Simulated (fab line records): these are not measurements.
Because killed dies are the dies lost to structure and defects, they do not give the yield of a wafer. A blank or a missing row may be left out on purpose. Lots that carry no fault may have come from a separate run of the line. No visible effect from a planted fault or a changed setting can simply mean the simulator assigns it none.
Which tool was responsible? + flow gf180mcu + 12 lots, 34 wafers sampled, at 1 step of a route of 602

WHAT THE GAUGES READ, wafer by wafer
GF_CONTACT_CD_MEAS_14: the cd target is 220 nm.
| lot  | measured     | on       | cdNm (nm)         |
|------|--------------|----------|-------------------|
| L922 | day 16 05:38 | cdSem-02 | 217.8 217.9 218.6 |
| L923 | day 16 12:27 | cdSem-01 | 221.8 221.5 220.0 |
| L924 | day 17 00:32 | cdSem-01 | 222.4 221.5 222.3 |
| L927 | day 18 03:25 | cdSem-01 | 220.3 221.3 220.1 |
| L932 | day 21 02:51 | cdSem-01 | 219.7 219.7 219.3 |
| L934 | day 21 15:52 | cdSem-01 | 219.3 219.9 219.8 |
| L937 | day 21 22:16 | cdSem-01 | 222.0 220.5 221.8 |
| L938 | day 22 07:40 | cdSem-02 | 219.8 219.8 220.3 |
| L939 | day 22 21:35 | cdSem-01 | 220.1 219.5       |
| L940 | day 22 22:14 | cdSem-02 | 219.2 219.8 219.0 |
| L943 | day 23 19:35 | cdSem-02 | 221.2 220.6       |
| L944 | day 24 04:09 | cdSem-01 | 219.6 219.0 220.1 |

WHAT TOOL EACH LOT RAN ON (gives the tool, then ch and the chambers of the sampled wafers, and finally the start)
There is no process step in the record ahead of these readings.

AS READ BY THE TOOLS THEMSELVES (means over the sampled wafers that have a number; for cases with no such wafer, the mark the record gives instead)
The record holds no such reading with a usual standard deviation.

THE ANSWER, worked out from the rows above alone
Rule: the usual values come from the lots themselves. The widest of any qualifying gaps counts: lots, ordered by their means at a reading, are off when they make up no more than a third of the lots, leave a main group of 4 or more, and stand apart from it by 3 or more times the standard deviation of that group's means. If all means in a main group match to the digits the tables above print for the reading, that group is not used. Also off: a lot with no number at a reading for which 4 or more lots have one. Any other lot the step has rows for is counted as sound. After the gauges, taken in route order, come the tools' own readings; for these a lot's mean is taken, as printed above. The first step at which some lot is off is used, and at that step the reading that is off furthest; a lot without a number counts as furthest.
None of the lots is off at any reading shown; this tells nothing.

WHAT THE SIMULATOR HAD PUT IN
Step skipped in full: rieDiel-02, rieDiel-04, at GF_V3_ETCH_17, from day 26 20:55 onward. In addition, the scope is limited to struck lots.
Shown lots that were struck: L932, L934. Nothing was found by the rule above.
